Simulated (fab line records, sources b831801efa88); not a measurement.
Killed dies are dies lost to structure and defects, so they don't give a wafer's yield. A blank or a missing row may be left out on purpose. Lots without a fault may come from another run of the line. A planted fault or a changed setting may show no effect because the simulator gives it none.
Which tool did it? | flow gf180mcu | 12 lots, 36 wafers sampled, at 4 steps of a route of 602

WHAT THE GAUGES READ, wafer by wafer
GF_V5_THK_MEAS_03. Usual: V5_CVD_02_THK 1451 nm, standard deviation 21.
lot  | measured     | on            | V5_CVD_02_THK (nm) | flag
L226 | day 26 15:37 | film_metro-03 | 1452 1494 1445     |
L228 | day 26 23:20 | film_metro-03 | 1450 1464 1478     |
L229 | day 27 06:12 | film_metro-03 | 1415 1427 1443     |
L235 | day 29 06:10 | film_metro-04 | 1331 1336 1350     | OFF
L236 | day 29 11:32 | film_metro-03 | 1353 1332 1366     | OFF
L238 | day 29 22:48 | film_metro-04 | 1418 1419 1448     |
L239 | day 30 12:50 | film_metro-04 | 1468 1472 1493     |
L244 | day 31 19:12 | film_metro-04 | 1430 1461 1464     |
L245 | day 32 03:30 | film_metro-03 | 1420 1453 1450     |
L246 | day 32 08:13 | film_metro-03 | 1441 1490 1460     |
L247 | day 32 08:38 | film_metro-01 | 1453 1427 1446     |
L248 | day 32 20:35 | film_metro-04 | 1428 1428 1422     |

GF_V5_BOW_MEAS_05. Usual: V5_BOW 136 um, standard deviation 9.7.
lot  | measured     | on            | V5_BOW (um) | flag
L226 | day 26 15:59 | film_metro-04 | 142 137 136 |
L228 | day 26 23:41 | film_metro-03 | 117 113 113 |
L229 | day 27 06:36 | film_metro-04 | 136 132 129 |
L235 | day 29 06:31 | film_metro-03 | 143 137 143 |
L236 | day 29 11:54 | film_metro-04 | 124 137 134 |
L238 | day 29 23:10 | film_metro-01 | 106 126 111 |
L239 | day 30 13:13 | film_metro-01 | 143 140 141 |
L244 | day 31 19:34 | film_metro-01 | 122 121 138 |
L245 | day 32 03:52 | film_metro-01 | 138 145 137 |
L246 | day 32 08:43 | film_metro-03 | 141 145 140 |
L247 | day 32 09:00 | film_metro-04 | 140 147 139 |
L248 | day 32 20:57 | film_metro-03 | 145 151 141 |

WHICH TOOL RAN EACH LOT (tool, then ch and the chambers of the sampled wafers, then the start)
lot  | GF_MIM_SPUTTER_00            | GF_V5_CVD_02
L226 | pvd_sputter-02, day 24 19:53 | pecvd-02 ch 0,1,2, day 26 15:30
L228 | pvd_sputter-04, day 25 03:19 | pecvd-04 ch 1,2, day 26 23:10
L229 | pvd_sputter-03, day 25 09:55 | pecvd-03 ch 0,2, day 27 06:05
L235 | pvd_sputter-04, day 27 12:45 | pecvd-03 ch 0,2, day 29 06:03
L236 | pvd_sputter-03, day 27 19:58 | pecvd-03 ch 0,2, day 29 11:25
L238 | pvd_sputter-03, day 28 07:12 | pecvd-04 ch 0,1, day 29 22:41
L239 | pvd_sputter-03, day 28 21:55 | pecvd-02 ch 0,2, day 30 12:43
L244 | pvd_sputter-02, day 30 05:40 | pecvd-02 ch 0,1,2, day 31 19:06
L245 | pvd_sputter-04, day 30 14:34 | pecvd-03 ch 0,1,2, day 32 03:24
L246 | pvd_sputter-02, day 30 19:53 | pecvd-02 ch 0,2, day 32 08:06
L247 | pvd_sputter-03, day 30 19:54 | pecvd-04 ch 0,1,2, day 32 08:32
L248 | pvd_sputter-04, day 31 09:25 | pecvd-04 ch 0,1,2, day 32 20:29
- GF_MIM_SPUTTER_00: material Ti, target thk 37.5 nm, time 150 s.
- GF_V5_CVD_02: deposits SiO2 from TEOS, target thk 1450 nm, time 163.28 s.

WHAT THE TOOLS THEMSELVES READ (means of the sampled wafers that have a number; where no wafer has one, the mark that the record gives instead)
GF_MIM_SPUTTER_00. Usual: throttle_valve_pct 30.0 %, standard deviation 1.2.
lot  | tool           | throttle_valve_pct (%) | flag
L226 | pvd_sputter-02 | 30.2                   |
L228 | pvd_sputter-04 | 30.2                   |
L229 | pvd_sputter-03 | 30.1                   |
L235 | pvd_sputter-04 | 30.0                   |
L236 | pvd_sputter-03 | 30.5                   |
L238 | pvd_sputter-03 | 29.5                   |
L239 | pvd_sputter-03 | 30.4                   |
L244 | pvd_sputter-02 | 29.7                   |
L245 | pvd_sputter-04 | 29.7                   |
L246 | pvd_sputter-02 | 29.7                   |
L247 | pvd_sputter-03 | 30.7                   |
L248 | pvd_sputter-04 | 30.0                   |

GF_V5_CVD_02. Usual: heater_power_w 621 W, standard deviation 68; rf_fwd_power_W 597.5 W, standard deviation 1.9.
lot  | tool     | heater_power_w (W) | rf_fwd_power_W (W) | flag
L226 | pecvd-02 | 630                | 596.9              |
L228 | pecvd-04 | 633                | 597.3              |
L229 | pecvd-03 | 554                | 597.7              |
L235 | pecvd-03 | 612                | 503.0              | OFF
L236 | pecvd-03 | 583                | 501.0              | OFF
L238 | pecvd-04 | 586                | 597.5              |
L239 | pecvd-02 | 596                | 598.5              |
L244 | pecvd-02 | 644                | 598.3              |
L245 | pecvd-03 | 551                | 598.8              |
L246 | pecvd-02 | 652                | 596.5              |
L247 | pecvd-04 | 635                | 598.4              |
L248 | pecvd-04 | 564                | 596.5              |

THE ANSWER, worked out from the rows above alone
Rule: a lot is off if the mean of its wafers that have a number lies more than 3 standard deviations from the usual mean. A lot without any number at a reading at which 4 lots or more have one is off too. The other lots that the step has rows for count as sound. The gauges are gone through in route order, then the tools' own readings, and for those a lot's mean is taken as printed above. The first step at which some lot is off is used, and at that step the reading that is off furthest; a lot without a number counts as furthest.
Off: L235, L236, at GF_V5_THK_MEAS_03 (V5_CVD_02_THK).
A tool fits if, at a process step before that reading, it ran every lot that is off, and no sound lot after the first of them. The gauges at GF_V5_THK_MEAS_03 aren't tried: what is off there is off at GF_V5_CVD_02 too, on other tools, and a gauge's error can't cause that. None of those tried fits.

WHAT THE SIMULATOR HAD PUT IN
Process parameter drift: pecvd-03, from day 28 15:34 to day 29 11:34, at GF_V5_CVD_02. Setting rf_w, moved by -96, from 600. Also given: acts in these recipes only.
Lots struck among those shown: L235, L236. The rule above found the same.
